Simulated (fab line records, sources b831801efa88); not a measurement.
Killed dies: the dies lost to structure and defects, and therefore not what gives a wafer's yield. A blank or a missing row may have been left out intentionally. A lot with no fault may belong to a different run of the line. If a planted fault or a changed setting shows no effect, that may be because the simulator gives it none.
fab line records :: flow sky130
record:
  lots: 6
  wafers: 18
  last-day: 50
route steps=708 shown NWELL@79 PWDE@84 VT_ADJUST_HVTP@85
lots that met no fault: taken from a fault-free run of the same line
start-h: start of the lot's first displayed wafer, in hours after the record's first day :: wait-h: time in hours since the lot's previous step :: " unchanged from the row above :: L1.1+2: several wafers, shown together as one row :: - value missing, or start not given :: * or withheld: withheld :: < > ~ a bound
route shown NAME@n: NAME is a module with steps in the file, n the number in the route of the first one :: usual: mean and standard deviation over wafers with no fault :: same: alike in all rows :: chamber/n: place in a boat :: sites: each site's reading :: _std_site: standard deviation across them :: _edge_site: outer sites' mean less inner sites' :: radius-mm: how far each site lies from the wafer's centre :: mask NAME#n: copy n :: behind: tool/chamber where the wafer was last shaped :: hold: cause of the lot's hold/its duration in hours/its outcome :: device: which transistor (n, p or np) failed to switch :: end of line: the route-end tests of the same wafers :: a step given without rows: its recipe and nothing more :: killed: dies that structure and defects cost at the first sort, which is not the same as the wafer's yield :: map: a wafer's dies, x killed, . not, _ none there
set.NAME: the setting that was run; set.NAME@STEP: the one run at that earlier step :: model.NAME: the simulator's own value behind a step, which no gauge read
certain route steps with their lots: each step a table, each wafer a row
== steps ==
step: SKY_NWELL_TW_MEAS_26
usual:
  NWELL_2_TW: 491/5.2
lot.wafer: L108.1
tool: film-metro-02
chamber: -
start-h: 125.73
wait-h: 0.1
NWELL_2_TW: 490

lot.wafer: L108.4
tool: film-metro-02
chamber: -
start-h: 125.73
wait-h: 0.1
NWELL_2_TW: 491

lot.wafer: L108.5
tool: film-metro-02
chamber: -
start-h: 125.73
wait-h: 0.1
NWELL_2_TW: 488

lot.wafer: L116.2
tool: film-metro-03
chamber: -
start-h: 159.94
wait-h: 0.1
NWELL_2_TW: 493

lot.wafer: L116.3
tool: film-metro-03
chamber: -
start-h: 159.94
wait-h: 0.1
NWELL_2_TW: 492

lot.wafer: L116.5
tool: film-metro-03
chamber: -
start-h: 159.94
wait-h: 0.1
NWELL_2_TW: 493

lot.wafer: L118.1
tool: film-metro-04
chamber: -
start-h: 168.23
wait-h: 0.1
NWELL_2_TW: 499

lot.wafer: L118.3
tool: film-metro-04
chamber: -
start-h: 168.23
wait-h: 0.1
NWELL_2_TW: 500

lot.wafer: L118.6
tool: film-metro-04
chamber: -
start-h: 168.23
wait-h: 0.1
NWELL_2_TW: 498

lot.wafer: L119.3
tool: film-metro-02
chamber: -
start-h: 180.75
wait-h: 0.1
NWELL_2_TW: 487

lot.wafer: L119.4
tool: film-metro-02
chamber: -
start-h: 180.75
wait-h: 0.1
NWELL_2_TW: 487

lot.wafer: L119.5
tool: film-metro-02
chamber: -
start-h: 180.75
wait-h: 0.1
NWELL_2_TW: 486

lot.wafer: L127.3
tool: film-metro-02
chamber: -
start-h: 223.45
wait-h: 0.1
NWELL_2_TW: 488

lot.wafer: L127.4
tool: film-metro-02
chamber: -
start-h: 223.45
wait-h: 0.1
NWELL_2_TW: 487

lot.wafer: L127.5
tool: film-metro-02
chamber: -
start-h: 223.45
wait-h: 0.1
NWELL_2_TW: 488

lot.wafer: L130.1
tool: film-metro-03
chamber: -
start-h: 242.58
wait-h: 0.1
NWELL_2_TW: 492

lot.wafer: L130.2
tool: film-metro-03
chamber: -
start-h: 242.58
wait-h: 0.1
NWELL_2_TW: 492

lot.wafer: L130.4
tool: film-metro-03
chamber: -
start-h: 242.58
wait-h: 0.1
NWELL_2_TW: 491
step: SKY_NWELL_CLEAN_27
recipe:
  chemistry: SC1/SC2
  mix: 1:4:20
  temp-c: 70
  time-s: 150
  dry: n2-spin
step: SKY_NWELL_RTA_28
recipe:
  temp-c: 1050
  time-s: 30
  idle-temp-c: 650
  ramp-up-c-per-s: 150
  ramp-down-c-per-s: 90
  ambient: N2
usual:
  chamber-o2-ppm: 1.996/0.022
  lamp-power-pct: 25.30/0.053
  wafer_temp_C_max: 1054.8/0.94
lot.wafer: L108.1
tool: rtp-anneal-01
chamber: 0
start-h: 125.85
wait-h: 0.0
chamber-o2-ppm: 1.987
lamp-power-pct: 25.26
wafer_temp_C_max: 1054.2

lot.wafer: L108.4
tool: rtp-anneal-01
chamber: 0
start-h: 125.85
wait-h: 0.0
chamber-o2-ppm: 1.967
lamp-power-pct: 25.36
wafer_temp_C_max: 1055.5

lot.wafer: L108.5
tool: rtp-anneal-01
chamber: 0
start-h: 125.85
wait-h: 0.0
chamber-o2-ppm: 2.014
lamp-power-pct: 25.27
wafer_temp_C_max: 1056.1

lot.wafer: L116.2
tool: rtp-anneal-01
chamber: 0
start-h: 160.06
wait-h: 0.0
chamber-o2-ppm: 1.984
lamp-power-pct: 25.30
wafer_temp_C_max: 1054.8

lot.wafer: L116.3
tool: rtp-anneal-01
chamber: 0
start-h: 160.06
wait-h: 0.0
chamber-o2-ppm: 1.957
lamp-power-pct: 25.41
wafer_temp_C_max: 1056.6

lot.wafer: L116.5
tool: rtp-anneal-01
chamber: 0
start-h: 160.06
wait-h: 0.0
chamber-o2-ppm: 2.003
lamp-power-pct: 25.21
wafer_temp_C_max: 1056.5

lot.wafer: L118.1
tool: rtp-anneal-02
chamber: 0
start-h: 168.34
wait-h: 0.0
chamber-o2-ppm: 1.965
lamp-power-pct: 25.28
wafer_temp_C_max: 1054.4

lot.wafer: L118.3
tool: rtp-anneal-02
chamber: 0
start-h: 168.34
wait-h: 0.0
chamber-o2-ppm: 2.009
lamp-power-pct: 25.19
wafer_temp_C_max: 1054.0

lot.wafer: L118.6
tool: rtp-anneal-02
chamber: 0
start-h: 168.34
wait-h: 0.0
chamber-o2-ppm: 1.974
lamp-power-pct: 25.38
wafer_temp_C_max: 1056.1

lot.wafer: L119.3
tool: rtp-anneal-02
chamber: 0
start-h: 180.87
wait-h: 0.0
chamber-o2-ppm: 1.988
lamp-power-pct: 25.32
wafer_temp_C_max: 1053.4

lot.wafer: L119.4
tool: rtp-anneal-02
chamber: 0
start-h: 180.87
wait-h: 0.0
chamber-o2-ppm: 1.962
lamp-power-pct: 25.33
wafer_temp_C_max: 1055.5

lot.wafer: L119.5
tool: rtp-anneal-02
chamber: 0
start-h: 180.87
wait-h: 0.0
chamber-o2-ppm: 1.982
lamp-power-pct: 25.28
wafer_temp_C_max: 1055.1

lot.wafer: L127.3
tool: rtp-anneal-02
chamber: 0
start-h: 223.57
wait-h: 0.0
chamber-o2-ppm: 1.995
lamp-power-pct: 25.23
wafer_temp_C_max: 1055.2

lot.wafer: L127.4
tool: rtp-anneal-02
chamber: 0
start-h: 223.57
wait-h: 0.0
chamber-o2-ppm: 1.996
lamp-power-pct: 25.34
wafer_temp_C_max: 1053.6

lot.wafer: L127.5
tool: rtp-anneal-02
chamber: 0
start-h: 223.57
wait-h: 0.0
chamber-o2-ppm: 1.977
lamp-power-pct: 25.35
wafer_temp_C_max: 1054.1

lot.wafer: L130.1
tool: rtp-anneal-01
chamber: 0
start-h: 242.69
wait-h: 0.0
chamber-o2-ppm: 2.021
lamp-power-pct: 25.34
wafer_temp_C_max: 1054.4

lot.wafer: L130.2
tool: rtp-anneal-01
chamber: 0
start-h: 242.69
wait-h: 0.0
chamber-o2-ppm: 1.995
lamp-power-pct: 25.30
wafer_temp_C_max: 1056.1

lot.wafer: L130.4
tool: rtp-anneal-01
chamber: 0
start-h: 242.69
wait-h: 0.0
chamber-o2-ppm: 1.991
lamp-power-pct: 25.32
wafer_temp_C_max: 1055.9
step: SKY_NWELL_RS_MEAS_29
recipe:
  thk-meas-gauge: four-point-probe
usual:
  NWELL_RS: 624.2/1.9
lot.wafer: L108.1
tool: film-metro-03
chamber: -
start-h: 125.95
wait-h: 0.1
NWELL_RS[ohm/sq]: 625.5

lot.wafer: L108.4
tool: film-metro-03
chamber: -
start-h: 125.95
wait-h: 0.1
NWELL_RS[ohm/sq]: 624.5

lot.wafer: L108.5
tool: film-metro-03
chamber: -
start-h: 125.95
wait-h: 0.1
NWELL_RS[ohm/sq]: 623.6

lot.wafer: L116.2
tool: film-metro-04
chamber: -
start-h: 160.17
wait-h: 0.1
NWELL_RS[ohm/sq]: 625.3

lot.wafer: L116.3
tool: film-metro-04
chamber: -
start-h: 160.17
wait-h: 0.1
NWELL_RS[ohm/sq]: 622.9

lot.wafer: L116.5
tool: film-metro-04
chamber: -
start-h: 160.17
wait-h: 0.1
NWELL_RS[ohm/sq]: 623.9

lot.wafer: L118.1
tool: film-metro-03
chamber: -
start-h: 168.44
wait-h: 0.1
NWELL_RS[ohm/sq]: 622.9

lot.wafer: L118.3
tool: film-metro-03
chamber: -
start-h: 168.44
wait-h: 0.1
NWELL_RS[ohm/sq]: 625.6

lot.wafer: L118.6
tool: film-metro-03
chamber: -
start-h: 168.44
wait-h: 0.1
NWELL_RS[ohm/sq]: 623.8

lot.wafer: L119.3
tool: film-metro-04
chamber: -
start-h: 180.98
wait-h: 0.1
NWELL_RS[ohm/sq]: 627.8

lot.wafer: L119.4
tool: film-metro-04
chamber: -
start-h: 180.98
wait-h: 0.1
NWELL_RS[ohm/sq]: 630.6

lot.wafer: L119.5
tool: film-metro-04
chamber: -
start-h: 180.98
wait-h: 0.1
NWELL_RS[ohm/sq]: 629.3

lot.wafer: L127.3
tool: film-metro-04
chamber: -
start-h: 223.68
wait-h: 0.1
NWELL_RS[ohm/sq]: 622.0

lot.wafer: L127.4
tool: film-metro-04
chamber: -
start-h: 223.68
wait-h: 0.1
NWELL_RS[ohm/sq]: 624.3

lot.wafer: L127.5
tool: film-metro-04
chamber: -
start-h: 223.68
wait-h: 0.1
NWELL_RS[ohm/sq]: 623.0

lot.wafer: L130.1
tool: film-metro-03
chamber: -
start-h: 242.79
wait-h: 0.1
NWELL_RS[ohm/sq]: 625.3

lot.wafer: L130.2
tool: film-metro-03
chamber: -
start-h: 242.79
wait-h: 0.1
NWELL_RS[ohm/sq]: 626.8

lot.wafer: L130.4
tool: film-metro-03
chamber: -
start-h: 242.79
wait-h: 0.1
NWELL_RS[ohm/sq]: 625.8
step: SKY_NWELL_RS_MEAS_31
recipe:
  thk-meas-gauge: four-point-probe
usual:
  PWDE_RS: 5273/16
lot.wafer: L108.1
tool: film-metro-03
chamber: -
start-h: 126.19
wait-h: 0.1
PWDE_RS[ohm/sq]: 5278

lot.wafer: L108.4
tool: film-metro-03
chamber: -
start-h: 126.19
wait-h: 0.1
PWDE_RS[ohm/sq]: 5276

lot.wafer: L108.5
tool: film-metro-03
chamber: -
start-h: 126.19
wait-h: 0.1
PWDE_RS[ohm/sq]: 5300

lot.wafer: L116.2
tool: film-metro-04
chamber: -
start-h: 160.41
wait-h: 0.1
PWDE_RS[ohm/sq]: 5279

lot.wafer: L116.3
tool: film-metro-04
chamber: -
start-h: 160.41
wait-h: 0.1
PWDE_RS[ohm/sq]: 5256

lot.wafer: L116.5
tool: film-metro-04
chamber: -
start-h: 160.41
wait-h: 0.1
PWDE_RS[ohm/sq]: 5279

lot.wafer: L118.1
tool: film-metro-03
chamber: -
start-h: 168.68
wait-h: 0.1
PWDE_RS[ohm/sq]: 5263

lot.wafer: L118.3
tool: film-metro-03
chamber: -
start-h: 168.68
wait-h: 0.1
PWDE_RS[ohm/sq]: 5265

lot.wafer: L118.6
tool: film-metro-03
chamber: -
start-h: 168.68
wait-h: 0.1
PWDE_RS[ohm/sq]: 5282

lot.wafer: L119.3
tool: film-metro-04
chamber: -
start-h: 181.22
wait-h: 0.1
PWDE_RS[ohm/sq]: 5263

lot.wafer: L119.4
tool: film-metro-04
chamber: -
start-h: 181.22
wait-h: 0.1
PWDE_RS[ohm/sq]: 5267

lot.wafer: L119.5
tool: film-metro-04
chamber: -
start-h: 181.22
wait-h: 0.1
PWDE_RS[ohm/sq]: 5274

lot.wafer: L127.3
tool: film-metro-04
chamber: -
start-h: 223.92
wait-h: 0.1
PWDE_RS[ohm/sq]: 5253

lot.wafer: L127.4
tool: film-metro-04
chamber: -
start-h: 223.92
wait-h: 0.1
PWDE_RS[ohm/sq]: 5260

lot.wafer: L127.5
tool: film-metro-04
chamber: -
start-h: 223.92
wait-h: 0.1
PWDE_RS[ohm/sq]: 5274

lot.wafer: L130.1
tool: film-metro-03
chamber: -
start-h: 243.03
wait-h: 0.1
PWDE_RS[ohm/sq]: 5277

lot.wafer: L130.2
tool: film-metro-03
chamber: -
start-h: 243.03
wait-h: 0.1
PWDE_RS[ohm/sq]: 5272

lot.wafer: L130.4
tool: film-metro-03
chamber: -
start-h: 243.03
wait-h: 0.1
PWDE_RS[ohm/sq]: 5288
step: SKY_VT_ADJUST_HVTP_DEHYDRATE_00
recipe:
  temp-c: 200
  time-s: 60
step: SKY_VT_ADJUST_HVTP_HMDS_01
recipe:
  prime-time-s: 60
  prime-temp-c: 120
step: SKY_VT_ADJUST_HVTP_COAT_02
recipe:
  resist: NOVOLAK
  spin-rpm: 3000
  resist-thk-nm: 1140
step: SKY_VT_ADJUST_HVTP_SOFTBAKE_03
recipe:
  temp-c: 90
  time-s: 60
  resist: NOVOLAK
step: SKY_VT_ADJUST_HVTP_EXPOSE_04
recipe:
  mask-id: HVTPM
  na: 0.6
  source-shape: conventional
  sigma-outer: 0.6
  polarization: unpolarized
  target-cd-nm: 380
  dose-mj: 140
step: SKY_VT_ADJUST_HVTP_PEB_05
recipe:
  temp-c: withheld
  time-s: *
  resist: NOVOLAK
step: SKY_VT_ADJUST_HVTP_DEVELOP_06
recipe:
  resist: NOVOLAK
  developer: TMAH
  develop-time-s: 60
  dev-temp-c: 23
usual:
  chill-plate-temp-C: 22.99/0.11
  develop-time-s: 60/0
lot.wafer: L108.1
tool: litho-track-03
chamber: 0
start-h: 145.04
wait-h: 0.1
chill-plate-temp-C: 23.16
develop-time-s: 60

lot.wafer: L108.4
tool: litho-track-03
chamber: 0
start-h: 145.04
wait-h: 0.1
chill-plate-temp-C: 22.98
develop-time-s: 60

lot.wafer: L108.5
tool: litho-track-03
chamber: 0
start-h: 145.04
wait-h: 0.1
chill-plate-temp-C: 23.18
develop-time-s: 60

lot.wafer: L116.2
tool: litho-track-01
chamber: -
start-h: 179.97
wait-h: 0.1
chill-plate-temp-C: -
develop-time-s: -

lot.wafer: L116.3
tool: litho-track-01
chamber: -
start-h: 179.97
wait-h: 0.1
chill-plate-temp-C: -
develop-time-s: -

lot.wafer: L116.5
tool: litho-track-01
chamber: -
start-h: 179.97
wait-h: 0.1
chill-plate-temp-C: -
develop-time-s: -

lot.wafer: L118.1
tool: litho-track-01
chamber: -
start-h: 188.19
wait-h: 0.1
chill-plate-temp-C: -
develop-time-s: -

lot.wafer: L118.3
tool: litho-track-01
chamber: -
start-h: 188.19
wait-h: 0.1
chill-plate-temp-C: -
develop-time-s: -

lot.wafer: L118.6
tool: litho-track-01
chamber: -
start-h: 188.19
wait-h: 0.1
chill-plate-temp-C: -
develop-time-s: -

lot.wafer: L119.3
tool: litho-track-01
chamber: 0
start-h: 202.19
wait-h: 0.1
chill-plate-temp-C: 22.79
develop-time-s: 60

lot.wafer: L119.4
tool: litho-track-01
chamber: 0
start-h: 202.19
wait-h: 0.1
chill-plate-temp-C: 22.97
develop-time-s: 60

lot.wafer: L119.5
tool: litho-track-01
chamber: 0
start-h: 202.19
wait-h: 0.1
chill-plate-temp-C: 22.81
develop-time-s: 60

lot.wafer: L127.3
tool: litho-track-03
chamber: 0
start-h: 246.94
wait-h: 0.1
chill-plate-temp-C: 22.79
develop-time-s: 60

lot.wafer: L127.4
tool: litho-track-03
chamber: 0
start-h: 246.94
wait-h: 0.1
chill-plate-temp-C: 22.95
develop-time-s: 60

lot.wafer: L127.5
tool: litho-track-03
chamber: 0
start-h: 246.94
wait-h: 0.1
chill-plate-temp-C: 22.82
develop-time-s: 60

lot.wafer: L130.1
tool: litho-track-01
chamber: 0
start-h: 267.34
wait-h: 0.1
chill-plate-temp-C: 22.89
develop-time-s: 60

lot.wafer: L130.2
tool: litho-track-01
chamber: 0
start-h: 267.34
wait-h: 0.1
chill-plate-temp-C: 22.82
develop-time-s: 60

lot.wafer: L130.4
tool: litho-track-01
chamber: 0
start-h: 267.34
wait-h: 0.1
chill-plate-temp-C: 22.92
develop-time-s: 60
step: SKY_VT_ADJUST_HVTP_CD_MEAS_07
recipe:
  target-cd-nm: 380
usual:
  cd-nm: 381.4/2.6
lot.wafer: L108.1
tool: cd-sem-02
chamber: -
start-h: 145.19
wait-h: 0.1
cd-nm: 382.0

lot.wafer: L108.4
tool: cd-sem-02
chamber: -
start-h: 145.19
wait-h: 0.1
cd-nm: 382.2

lot.wafer: L108.5
tool: cd-sem-02
chamber: -
start-h: 145.19
wait-h: 0.1
cd-nm: 384.4

lot.wafer: L116.2
tool: cd-sem-01
chamber: -
start-h: 180.11
wait-h: 0.1
cd-nm: -

lot.wafer: L116.3
tool: cd-sem-01
chamber: -
start-h: 180.11
wait-h: 0.1
cd-nm: -

lot.wafer: L116.5
tool: cd-sem-01
chamber: -
start-h: 180.11
wait-h: 0.1
cd-nm: -

lot.wafer: L118.1
tool: cd-sem-02
chamber: -
start-h: 188.34
wait-h: 0.1
cd-nm: -

lot.wafer: L118.3
tool: cd-sem-02
chamber: -
start-h: 188.34
wait-h: 0.1
cd-nm: -

lot.wafer: L118.6
tool: cd-sem-02
chamber: -
start-h: 188.34
wait-h: 0.1
cd-nm: -

lot.wafer: L119.3
tool: cd-sem-01
chamber: -
start-h: 202.33
wait-h: 0.1
cd-nm: 385.3

lot.wafer: L119.4
tool: cd-sem-01
chamber: -
start-h: 202.33
wait-h: 0.1
cd-nm: 382.0

lot.wafer: L119.5
tool: cd-sem-01
chamber: -
start-h: 202.33
wait-h: 0.1
cd-nm: 381.4

lot.wafer: L127.3
tool: cd-sem-01
chamber: -
start-h: 247.08
wait-h: 0.1
cd-nm: 377.6

lot.wafer: L127.4
tool: cd-sem-01
chamber: -
start-h: 247.08
wait-h: 0.1
cd-nm: 378.2

lot.wafer: L127.5
tool: cd-sem-01
chamber: -
start-h: 247.08
wait-h: 0.1
cd-nm: 378.7

lot.wafer: L130.1
tool: cd-sem-02
chamber: -
start-h: 267.49
wait-h: 0.1
cd-nm: 378.9

lot.wafer: L130.2
tool: cd-sem-02
chamber: -
start-h: 267.49
wait-h: 0.1
cd-nm: 379.2

lot.wafer: L130.4
tool: cd-sem-02
chamber: -
start-h: 267.49
wait-h: 0.1
cd-nm: 377.2
== key ==
first-sign:
  step: SKY_VT_ADJUST_HVTP_DEVELOP_06
  reading: tool-record
  direction: missing
effect none on later readings
met-at SKY_VT_ADJUST_HVTP_DEVELOP_06
struck-wafers L116.2,L116.3,L116.5,L118.1,L118.3,L118.6
sort-left-out L116.2,L116.3,L116.5,L118.1,L118.3,L118.6
tester-left-out L116,L118
fault:
  kind: skipped-step-whole
  tool: litho-track-01
  chamber: -
  onset-h: 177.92
  steps: SKY_VT_ADJUST_HVTP_DEVELOP_06
  scope: struck-lots-only
tester-left-out: of these lots the tester's yield and bins aren't shown, on N5 and GAA mostly nor the transistor test; their killed dies are dies lost to structure and defects alone, not to doping, threshold or leakage, so they don't give the yield
sort-left-out: the simulated sort isn't trusted on such a fault, so these wafers' sort isn't shown, and their yield isn't known
